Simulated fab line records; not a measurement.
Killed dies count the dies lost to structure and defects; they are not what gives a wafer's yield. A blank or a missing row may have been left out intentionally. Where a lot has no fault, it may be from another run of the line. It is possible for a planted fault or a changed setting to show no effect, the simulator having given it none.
Matching of chambers + flow gf180mcu + GF_STI_CMP_25 on cmp-01 has 4 sister chambers
The step polishes, stops on Si3N4, t overpolish 33 s, target thk 524.6 nm. 8 wafers are shown with their chamber, then 9 later ones without.

WAFERS, EACH WITH ITS CHAMBER
| wafer  | chamber | time to endpoint s (s) | motor current A (A) |
|--------|---------|------------------------|---------------------|
| L436.6 | 0       | 122                    | 12.1                |
| L437.6 | 1       | 111                    | 12.3                |
| L442.5 | 1       | 117                    | 11.8                |
| L443.3 | 2       | 123                    | 11.6                |
| L454.5 | 0       | 129                    | 11.7                |
| L455.1 | 2       | 129                    | 11.4                |
| L455.2 | 3       | 116                    | 12.6                |
| L455.6 | 3       | 122                    | 12.8                |

WAFERS WITHOUT THEIR CHAMBER
| wafer  | time to endpoint s (s) | motor current A (A) |
|--------|------------------------|---------------------|
| L456.2 | 123                    | 13.0                |
| L456.3 | 124                    | 11.8                |
| L456.4 | 128                    | 11.7                |
| L457.3 | 125                    | 12.3                |
| L457.5 | 119                    | 12.7                |
| L457.6 | 123                    | 11.6                |
| L458.1 | 126                    | 11.4                |
| L458.4 | 116                    | 11.6                |
| L458.6 | 118                    | 12.9                |

WHICH CHAMBER EACH ONE RAN IN
| wafer  | from the rows above               | in truth                   |
|--------|-----------------------------------|----------------------------|
| L456.2 | 3                                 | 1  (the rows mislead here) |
| L456.3 | can't be placed: 0 or 2 or 1      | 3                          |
| L456.4 | can't be placed: 2 or 0           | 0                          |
| L457.3 | can't be placed: 0 or 3 or 1 or 2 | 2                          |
| L457.5 | 3                                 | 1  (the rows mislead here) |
| L457.6 | can't be placed: 2 or 0 or 1      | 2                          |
| L458.1 | can't be placed: 2 or 0           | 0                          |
| L458.4 | can't be placed: 1 or 2 or 0      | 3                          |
| L458.6 | 3                                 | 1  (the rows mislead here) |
Placed correctly: 0 of 9. Unplaceable from these rows: 6, with the true chamber sitting among the candidates in 4. Number placed wrongly: 3.
How it was worked out, from the rows above alone: a wafer's distance from a chamber is the root of the sum, over the readings, of the square of ((its reading less the chamber's mean) divided by the reading's scatter). The wafer belongs to the nearest chamber; if the next one is less than 2 further off, it can't be placed. For every chamber, the mean is computed from those of its wafers that are shown. The scatter: the root of (the sum of the squares of (reading less its chamber's mean) over the shown wafers, divided by (wafers less chambers)).
